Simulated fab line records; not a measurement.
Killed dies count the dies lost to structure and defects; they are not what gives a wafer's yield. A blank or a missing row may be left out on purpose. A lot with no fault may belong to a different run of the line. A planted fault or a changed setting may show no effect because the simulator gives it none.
Which tool was responsible? / flow sky130 / 18 wafers from 6 lots sampled at 3 of the route's 708 steps

WHAT THE GAUGES SHOWED, per wafer
SKY_VIA2_OVL_MEAS_13.
lot=L901; measured=day 36 17:34; on=overlay-01; VIA2_OVL (nm)=0 1 6
lot=L903; measured=day 37 07:05; on=overlay-01; VIA2_OVL (nm)=13 -1 -2
lot=L908; measured=day 39 12:32; on=overlay-01; VIA2_OVL (nm)=0 13 3
lot=L914; measured=day 41 06:46; on=overlay-02; VIA2_OVL (nm)=-1 5 9
lot=L919; measured=day 42 14:26; on=overlay-02; VIA2_OVL (nm)=-5 -2 4
lot=L921; measured=day 43 08:02; on=overlay-01; VIA2_OVL (nm)=4 9 8

WHICH TOOL RAN EACH LOT (tool, then ch and the chambers of the sampled wafers, then the start)
lot=L901; SKY_METAL2_SPUTTER_04=pvd sputter-03, day 34 09:25; SKY_VIA2_DEVELOP_11=litho track-03 ch 0, day 36 17:00
lot=L903; SKY_METAL2_SPUTTER_04=pvd sputter-03, day 34 23:53; SKY_VIA2_DEVELOP_11=litho track-01 ch 0, day 37 06:00
lot=L908; SKY_METAL2_SPUTTER_04=pvd sputter-04, day 37 04:37; SKY_VIA2_DEVELOP_11=litho track-03 ch 0, day 39 12:00
lot=L914; SKY_METAL2_SPUTTER_04=pvd sputter-02, day 39 04:52; SKY_VIA2_DEVELOP_11=litho track-02 ch 0, day 41 06:00
lot=L919; SKY_METAL2_SPUTTER_04=pvd sputter-04, day 40 13:12; SKY_VIA2_DEVELOP_11=litho track-02 ch 0, day 42 14:00
lot=L921; SKY_METAL2_SPUTTER_04=pvd sputter-03, day 41 07:34; SKY_VIA2_DEVELOP_11=litho track-01 ch 0, day 43 07:00
- SKY_METAL2_SPUTTER_04: material TiN, target thk 70 nm, time 58.3 s.
- SKY_VIA2_DEVELOP_11: develop time 60 s.

THE ANSWER, worked out from the rows above alone
Rule: usual is defined by the lots themselves. Put in order of their means at a reading, lots are off if they are a third of the lots or fewer, leave a main group of 4 or more, and stand apart from it by a gap of 3 or more times the standard deviation of the main group's means; of several such gaps the widest counts. A main group whose means are all the same, to the digits that the tables above print for the reading, isn't used. Also off: a lot with no number at a reading for which 4 or more lots have one. Any other lot the step has rows for is counted as sound.
None of the lots is off at any reading shown; this tells nothing.

WHAT HAD BEEN PUT IN BY THE SIMULATOR
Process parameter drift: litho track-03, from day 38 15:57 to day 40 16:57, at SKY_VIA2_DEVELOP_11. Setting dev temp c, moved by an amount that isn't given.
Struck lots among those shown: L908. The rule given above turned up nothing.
